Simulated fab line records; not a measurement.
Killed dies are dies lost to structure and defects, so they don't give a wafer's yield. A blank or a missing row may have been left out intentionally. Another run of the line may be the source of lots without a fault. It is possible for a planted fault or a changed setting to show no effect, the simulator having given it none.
fab line records    flow sky130
record: lots: 5  wafers: 15  last_day: 50
route steps=708 shown LDD_HVN@270 LDD_HVP@278 LDD_LDN@289 PAD_OPEN@708
lots that met no fault: from a run of the same line without faults
start_h: hours from the record's opening day to when the first of the lot's shown wafers began    wait_h: how many hours have passed since the lot's step before this one    " identical to the entry in the row above    L1.1+2: several wafers, shown together as one row    - value missing, or start not given    * or withheld: withheld    < > ~ a bound
route shown NAME@n: NAME is a module with steps in the file, n the number in the route of the first one    usual: the fault-free wafers' mean and standard deviation    same: alike in all rows    chamber/n: place in a boat    sites: each site's reading    _std_site: the values' standard deviation    _edge_site: the outer-site mean with the inner-site mean subtracted    radius_mm: for every site, how far away it sits from the centre of the wafer    mask NAME#n: copy n    behind: the last tool/chamber to shape the wafer    hold: the reason the lot was held/the length of the hold in hours/how it ended    device: whichever transistor did not switch (one of n, p or np)    end of line: tests run on the same wafers once the route is complete    a step without rows: its recipe alone    killed: the dies lost at the first sort to structure and to defects; this is not the yield of the wafer    map: a wafer's dies, x killed, . not, _ none there
set.NAME: the setting as run; set.NAME@STEP: as run at that earlier step    model.NAME: the simulator's own value behind a step, which no gauge read
certain route steps with their lots: each step a table, each wafer a row
services: when a tool's chamber went out of use (start_h, in hours from the record's first day, below 0 if earlier), for how many hours, and the reason
== steps ==
step: SKY_LDD_HVN_SOFTBAKE_03
recipe: temp_c: 90  time_s: 60  resist: NOVOLAK
step: SKY_LDD_HVN_EXPOSE_04
recipe: mask_id: HVNTM  na: 0.6  source_shape: conventional  sigma_outer: 0.6  polarization: unpolarized  target_cd_nm: 700  dose_mj: 127
step: SKY_LDD_HVN_PEB_05
recipe: temp_c: withheld  time_s: *  resist: NOVOLAK
step: SKY_LDD_HVN_DEVELOP_06
recipe: resist: NOVOLAK  developer: TMAH  develop_time_s: 60  dev_temp_c: 23
step: SKY_LDD_HVN_OVL_MEAS_07
usual: LDD_HVN_OVL: -0.1/1.3
lot.wafer  tool        chamber  start_h  wait_h  LDD_HVN_OVL[nm]
L400.3     overlay-01  -        494.13   0.1     1.4
L400.4     "           -        "        "       0.8
L400.6     "           -        "        "       0.8
L405.1     overlay-02  -        538.35   0.1     0.0
L405.3     "           -        "        "       0.0
L405.4     "           -        "        "       0.6
L406.3     overlay-01  -        549.01   0.1     0.5
L406.4     "           -        "        "       1.7
L406.6     "           -        "        "       0.6
L414.3     overlay-01  -        622.83   0.1     2.5
L414.4     "           -        "        "       1.4
L414.5     "           -        "        "       1.8
L417.1     overlay-02  -        632.30   0.1     -1.7
L417.2     "           -        "        "       -1.0
L417.4     "           -        "        "       -1.8
step: SKY_LDD_HVN_IMPLANT_08
recipe: species: P  energy_kev: 60  dose_cm2: 3e+13  tilt_deg: 40
step: SKY_LDD_HVN_STRIP_09
recipe: chemistry: O2/N2  power_w: 1400  pressure_mtorr: 1500  platen_temp_c: withheld  o2_flow_sccm: 3000  n2_flow_sccm: 300  overash_fraction: 0.5
usual: drypump_motor_current_A: 5.8/0.53  oes_product_au: 0.409/0.0049  strip_time_to_endpoint_s: 4.134/0.015
lot.wafer  tool             chamber  start_h  wait_h  drypump_motor_current_A  oes_product_au  rf_hours_counter_h  strip_time_to_endpoint_s
L400.3     plasma_asher-04  1        494.34   0.1     5.3                      0.412           -                   4.150
L400.4     "                0        "        "       6.6                      0.406           -                   4.144
L400.6     "                0        "        "       6.6                      0.406           -                   4.148
L405.1     plasma_asher-01  1        538.53   0.1     6.1                      0.414           73                  4.140
L405.3     "                0        "        "       4.9                      0.407           -                   4.116
L405.4     "                1        "        "       6.1                      0.412           -                   4.116
L406.3     plasma_asher-03  0        549.22   0.1     6.0                      0.411           -                   4.133
L406.4     "                1        "        "       5.9                      0.411           -                   4.143
L406.6     "                0        "        "       6.0                      0.405           -                   4.141
L414.3     plasma_asher-03  0        623.04   0.1     6.0                      0.403           -                   4.152
L414.4     "                1        "        "       5.9                      0.400           -                   4.147
L414.5     "                1        "        "       5.9                      0.408           -                   4.151
L417.1     plasma_asher-04  0        632.48   0.1     6.6                      0.406           46                  4.105
L417.2     "                1        "        "       5.3                      0.406           46                  4.139
L417.4     "                0        "        "       6.6                      0.398           -                   4.132
step: SKY_LDD_HVN_TW_MEAS_10
usual: LDD_HVN_TW: 1444/17
lot.wafer  tool           chamber  start_h  wait_h  LDD_HVN_TW
L400.3     film_metro-04  -        494.47   0.1     1457
L400.4     "              -        "        "       1460
L400.6     "              -        "        "       1456
L405.1     film_metro-04  -        538.63   0.1     1455
L405.3     "              -        "        "       1463
L405.4     "              -        "        "       1451
L406.3     film_metro-01  -        549.30   0.1     1453
L406.4     "              -        "        "       1447
L406.6     "              -        "        "       1454
L414.3     film_metro-01  -        623.12   0.1     1448
L414.4     "              -        "        "       1452
L414.5     "              -        "        "       1449
L417.1     film_metro-04  -        632.58   0.1     1457
L417.2     "              -        "        "       1466
L417.4     "              -        "        "       1459
step: SKY_LDD_HVP_DEHYDRATE_00
recipe: temp_c: 200  time_s: 60
step: SKY_LDD_HVP_HMDS_01
recipe: prime_time_s: 60  prime_temp_c: 120
step: SKY_LDD_HVP_COAT_02
recipe: resist: NOVOLAK  spin_rpm: 3000  resist_thk_nm: 300
step: SKY_LDD_HVP_SOFTBAKE_03
recipe: temp_c: 90  time_s: 60  resist: NOVOLAK
step: SKY_LDD_HVP_EXPOSE_04
recipe: mask_id: HVPTM  na: 0.6  source_shape: conventional  sigma_outer: 0.6  polarization: unpolarized  target_cd_nm: 700  dose_mj: 86
usual: exposure_dose_mJ_cm2: 85.99/0.087
same: na: 0.6
lot.wafer  tool              chamber  start_h  wait_h  mask     exposure_dose_mJ_cm2
L400.3     iline_stepper-01  0        509.45   -       HVPTM#0  86.00
L400.4     "                 0        "        "       HVPTM#0  85.98
L400.6     "                 0        "        "       HVPTM#0  85.89
L405.1     iline_stepper-02  0        553.72   -       HVNTM#0  85.99
L405.3     "                 0        "        "       HVNTM#0  85.97
L405.4     "                 0        "        "       HVNTM#0  85.95
L406.3     iline_stepper-02  0        563.81   -       HVPTM#0  86.07
L406.4     "                 0        "        "       HVPTM#0  86.07
L406.6     "                 0        "        "       HVPTM#0  86.02
L414.3     iline_stepper-02  0        637.61   -       HVPTM#0  85.89
L414.4     "                 0        "        "       HVPTM#0  85.97
L414.5     "                 0        "        "       HVPTM#0  85.90
L417.1     iline_stepper-02  0        647.79   -       HVPTM#0  86.08
L417.2     "                 0        "        "       HVPTM#0  86.09
L417.4     "                 0        "        "       HVPTM#0  86.09
step: SKY_LDD_HVP_PEB_05
recipe: temp_c: withheld  time_s: *  resist: NOVOLAK
step: SKY_LDD_HVP_DEVELOP_06
recipe: resist: NOVOLAK  developer: TMAH  develop_time_s: 60  dev_temp_c: 23
step: SKY_LDD_HVP_OVL_MEAS_07
usual: LDD_HVP_OVL: 0.1/1.5
lot.wafer  tool        chamber  start_h  wait_h  LDD_HVP_OVL[nm]
L400.3     overlay-02  -        524.88   0.1     -3.2
L400.4     "           -        "        "       1.0
L400.6     "           -        "        "       1.4
L405.1     overlay-01  -        568.42   0.1     -
L405.3     "           -        "        "       -
L405.4     "           -        "        "       -
L406.3     overlay-02  -        578.58   0.1     1.5
L406.4     "           -        "        "       -0.1
L406.6     "           -        "        "       -0.8
L414.3     overlay-02  -        652.08   0.1     0.3
L414.4     "           -        "        "       0.7
L414.5     "           -        "        "       1.6
L417.1     overlay-01  -        662.07   0.1     1.4
L417.2     "           -        "        "       1.4
L417.4     "           -        "        "       -1.7
step: SKY_LDD_HVP_IMPLANT_08
recipe: species: B  energy_kev: 20  dose_cm2: 1.7e+13  tilt_deg: 17.9
step: SKY_LDD_HVP_STRIP_09
recipe: chemistry: O2/N2  power_w: 1400  pressure_mtorr: 1500  platen_temp_c: withheld  o2_flow_sccm: 3000  n2_flow_sccm: 300  overash_fraction: 0.5
usual: drypump_motor_current_A: 5.7/0.54  oes_product_au: 0.408/0.005  strip_time_to_endpoint_s: 4.136/0.016
lot.wafer  tool             chamber  start_h  wait_h  drypump_motor_current_A  oes_product_au  rf_hours_counter_h  strip_time_to_endpoint_s
L400.3     plasma_asher-02  1        525.09   0.1     5.5                      0.416           -                   4.106
L400.4     "                0        "        "       4.9                      0.418           -                   4.136
L400.6     "                0        "        "       4.9                      0.408           -                   4.127
L405.1     plasma_asher-02  1        568.60   0.1     5.6                      0.399           14                  4.108
L405.3     "                0        "        "       4.9                      0.405           -                   4.108
L405.4     "                1        "        "       5.6                      0.401           -                   4.124
L406.3     plasma_asher-03  1        578.79   0.1     5.9                      0.400           -                   4.128
L406.4     "                0        "        "       6.0                      0.410           -                   4.136
L406.6     "                0        "        "       6.1                      0.397           -                   4.118
L414.3     plasma_asher-02  1        652.29   0.1     5.5                      0.409           -                   4.146
L414.4     "                0        "        "       4.9                      0.400           -                   4.134
L414.5     "                1        "        "       5.5                      0.407           -                   4.125
L417.1     plasma_asher-02  1        662.26   0.1     5.5                      0.405           24                  4.149
L417.2     "                0        "        "       4.9                      0.411           24                  4.132
L417.4     "                0        "        "       4.9                      0.407           -                   4.148
step: SKY_LDD_HVP_TW_MEAS_10
usual: LDD_HVP_TW: 460/3.7
lot.wafer  tool           chamber  start_h  wait_h  LDD_HVP_TW
L400.3     film_metro-04  -        525.17   0.1     460
L400.4     "              -        "        "       461
L400.6     "              -        "        "       462
L405.1     film_metro-01  -        568.70   0.1     30
L405.3     "              -        "        "       30
L405.4     "              -        "        "       30
L406.3     film_metro-01  -        578.87   0.1     460
L406.4     "              -        "        "       461
L406.6     "              -        "        "       463
L414.3     film_metro-03  -        652.37   0.1     454
L414.4     "              -        "        "       455
L414.5     "              -        "        "       456
L417.1     film_metro-03  -        662.36   0.1     453
L417.2     "              -        "        "       457
L417.4     "              -        "        "       455
step: SKY_LDD_LDN_DEHYDRATE_00
recipe: temp_c: 200  time_s: 60
step: SKY_PAD_OPEN_PROBE_99
usual: killed_at_M0_to_M3: 44/6.2  killed_at_M4_up: 3.3/1.7  killed_at_contacts: 24/4.9  killed_at_front_end: 16/5  killed_at_other: 0.3/0.48  killed_dies: 88/9  killed_on_rim: 17/3.7  killed_open: 48/7  killed_short: 39/6.1
same: gross_dies: 492  killed_at_back_side: 0
lot.wafer  tool       chamber  start_h  wait_h  killed_at_M0_to_M3  killed_at_M4_up  killed_at_contacts  killed_at_front_end  killed_at_other  killed_dies  killed_on_rim  killed_open  killed_short
L405.1     prober-01  -        1129.97  0.1     47                  7                19                  419                  0                492          96             52           39
L405.3     prober-01  -        1130.07  0.2     46                  7                21                  418                  0                492          96             54           45
L405.4     prober-01  -        1130.12  0.2     54                  4                28                  405                  1                492          96             52           44
L406.3     prober-02  -        1133.36  0.2     45                  3                25                  14                   0                87           13             53           33
L406.4     prober-02  -        1133.41  0.2     49                  2                23                  19                   0                93           14             44           48
L406.6     prober-02  -        1133.51  0.2     34                  5                28                  12                   0                79           12             41           37
L414.3     prober-02  -        1186.47  0.2     44                  2                31                  9                    0                86           18             48           38
L417.1     prober-01  -        1189.03  0.1     49                  6                19                  16                   1                91           18             51           38
L417.2     prober-01  -        1189.08  0.1     44                  3                21                  20                   0                88           12             47           41
L417.4     prober-01  -        1189.18  0.2     50                  2                14                  12                   0                78           10             41           37
killed by level:class
L405.1 LDD_HVP:area_expose=401 VIA1:geometric_particle:open=13 METAL2:geometric_particle:short=9 VIA2:geometric_particle:open=7 CONTACT:geometric_particle:open=6 VIA3:geometric_particle:open=6 LOCAL_INTERCONNECT:geometric_particle:short=5 METAL4:geometric_particle:short=5
L405.3 LDD_HVP:area_expose=393 VIA1:geometric_particle:open=13 VIA3:geometric_particle:open=9 FIELD_ISO:geometric_particle:short=6 POLY_GATE:geometric_particle:short=6 LI_CONTACT:geometric_particle:open=6 CONTACT:geometric_particle:open=6 VIA2:geometric_particle:short=6
L405.4 LDD_HVP:area_expose=396 VIA1:geometric_particle:open=11 VIA2:geometric_particle:open=11 METAL2:geometric_particle:short=9 VIA3:geometric_particle:open=9 LI_CONTACT:geometric_particle:open=8 CONTACT:geometric_particle:short=6 FIELD_ISO:geometric_particle:short=5
L406.3 VIA1:geometric_particle:open=13 VIA3:geometric_particle:open=12 CONTACT:geometric_particle:open=11 LOCAL_INTERCONNECT:geometric_particle:short=5 VIA1:geometric_particle:short=5 FIELD_ISO:geometric_particle:open=4 POLY_GATE:geometric_particle:short=4 CONTACT:geometric_particle:short=4
L406.4 VIA1:geometric_particle:open=11 VIA3:geometric_particle:open=8 VIA2:geometric_particle:open=7 CONTACT:geometric_particle:short=7 VIA2:geometric_particle:short=6 CONTACT:geometric_particle:open=5 METAL2:geometric_particle:short=5 FIELD_ISO:geometric_particle:short=4
L406.6 VIA2:geometric_particle:open=9 CONTACT:geometric_particle:open=9 LI_CONTACT:geometric_particle:open=7 VIA3:geometric_particle:open=7 METAL4:geometric_particle:short=5 LOCAL_INTERCONNECT:geometric_particle:short=5 VIA1:geometric_particle:open=5 CONTACT:geometric_particle:short=4
L414.3 LI_CONTACT:geometric_particle:open=9 VIA3:geometric_particle:open=9 CONTACT:geometric_particle:open=8 VIA1:geometric_particle:open=8 LOCAL_INTERCONNECT:geometric_particle:short=5 METAL1:geometric_particle:short=5 VIA1:geometric_particle:short=5 METAL2:geometric_particle:short=5
L417.1 VIA1:geometric_particle:open=11 CONTACT:geometric_particle:open=8 LI_CONTACT:geometric_particle:open=6 VIA1:geometric_particle:short=6 VIA3:geometric_particle:open=6 FIELD_ISO:geometric_particle:short=5 METAL2:geometric_particle:short=5 POLY_GATE:geometric_particle:open=4
L417.2 VIA1:geometric_particle:open=12 CONTACT:geometric_particle:open=7 LI_CONTACT:geometric_particle:open=6 VIA1:geometric_particle:short=6 METAL3:geometric_particle:short=6 FIELD_ISO:geometric_particle:short=5 FIELD_ISO:geometric_particle:open=5 POLY_GATE:geometric_particle:open=5
L417.4 VIA1:geometric_particle:open=11 VIA2:geometric_particle:open=10 METAL2:geometric_particle:short=9 CONTACT:geometric_particle:open=7 METAL1:geometric_particle:short=5 VIA2:geometric_particle:short=5 FIELD_ISO:geometric_particle:short=4 LI_CONTACT:geometric_particle:open=4
map L405.1 (x killed, . not)
__________xxxxxxxxxx_________
________xxxxxxxxxxxxxx_______
______xxxxxxxxxxxxxxxxxx_____
_____xxxxxxxxxxxxxxxxxxxx____
____xxxxxxxxxxxxxxxxxxxxxx___
___xxxxxxxxxxxxxxxxxxxxxxxx__
__xxxxxxxxxxxxxxxxxxxxxxxxxx_
_xxxxxxxxxxxxxxxxxxxxxxxxxxxx
_xxxxxxxxxxxxxxxxxxxxxxxxxxxx
_xxxxxxxxxxxxxxxxxxxxxxxxxxxx
_xxxxxxxxxxxxxxxxxxxxxxxxxxxx
_xxxxxxxxxxxxxxxxxxxxxxxxxxxx
_xxxxxxxxxxxxxxxxxxxxxxxxxxxx
_xxxxxxxxxxxxxxxxxxxxxxxxxxxx
_xxxxxxxxxxxxxxxxxxxxxxxxxxxx
__xxxxxxxxxxxxxxxxxxxxxxxxxx_
___xxxxxxxxxxxxxxxxxxxxxxxx__
____xxxxxxxxxxxxxxxxxxxxxx___
_____xxxxxxxxxxxxxxxxxxxx____
______xxxxxxxxxxxxxxxxxx_____
________xxxxxxxxxxxxxx_______
__________xxxxxxxxxx_________
map L417.1 (x killed, . not)
__________.x...x..xx_________
________.........x...._______
______xx.xx.x........x.._____
_____........x...........____
____...............x......___
___.......xx...x...........__
__......xx..x.............x._
_.............x......x...x...
_.x..xx...x.x.............xxx
_...x..xxx..x..x.xx.xx...x...
_...x.xx....xx....x....x.....
_...xx...x............x......
_................x.x.........
_............x.x......x......
_....x..x.....x...x......x..x
__..x...........x......x...._
___..x...............x..xx.__
____.....x..x....x...x.xx.___
_____.....x....x...x.x.x.____
______x..x.x...x.....x.._____
________......x......._______
__________.x......xx_________
== services ==
tool              chamber  start_h  hours  kind
plasma_asher-03   -        471.61   2.8    pm
plasma_asher-03   -        477.05   4.3    pm
plasma_asher-02   -        478.98   2.8    pm
iline_stepper-02  -        497.23   1.7    pm
plasma_asher-04   -        534.69   14.6   pm
plasma_asher-02   -        544.48   4.2    repair
plasma_asher-04   -        557.11   28.1   pm
plasma_asher-04   -        594.61   10.1   repair
iline_stepper-02  0        615.69   -      calibration
iline_stepper-01  -        631.14   1.7    pm
iline_stepper-01  0        648.35   -      calibration
plasma_asher-04   -        655.99   3.2    repair
== key ==
first_sign: step: SKY_LDD_HVP_EXPOSE_04  reading: mask  direction: changed
effect: step: SKY_LDD_HVP_OVL_MEAS_07  reading: LDD_HVP_OVL  direction: missing
effect: step: SKY_LDD_HVP_TW_MEAS_10  reading: LDD_HVP_TW  direction: down  sigmas: 99+  usual: 460  struck: 30
effect: step: SKY_PAD_OPEN_PROBE_99  reading: killed_at_front_end  direction: up  sigmas: 79  usual: 16  struck: 414
more_kills_born_at: SKY_LDD_HVP_EXPOSE_04@iline_stepper-02: 1190
met_at SKY_LDD_HVP_EXPOSE_04
struck_wafers L405.1,L405.3,L405.4
tester_left_out L405
fault: kind: wrong_mask  tool: any  chamber: -  onset_h: 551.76  steps: SKY_LDD_HVP_EXPOSE_04  aux_copy: HVNTM#0  scope: struck_lots_only
tester_left_out: of these lots the tester's yield and bins aren't shown, on N5 and GAA mostly nor the transistor test; their killed dies are dies lost to structure and defects alone, not to doping, threshold or leakage, so they don't give the yield
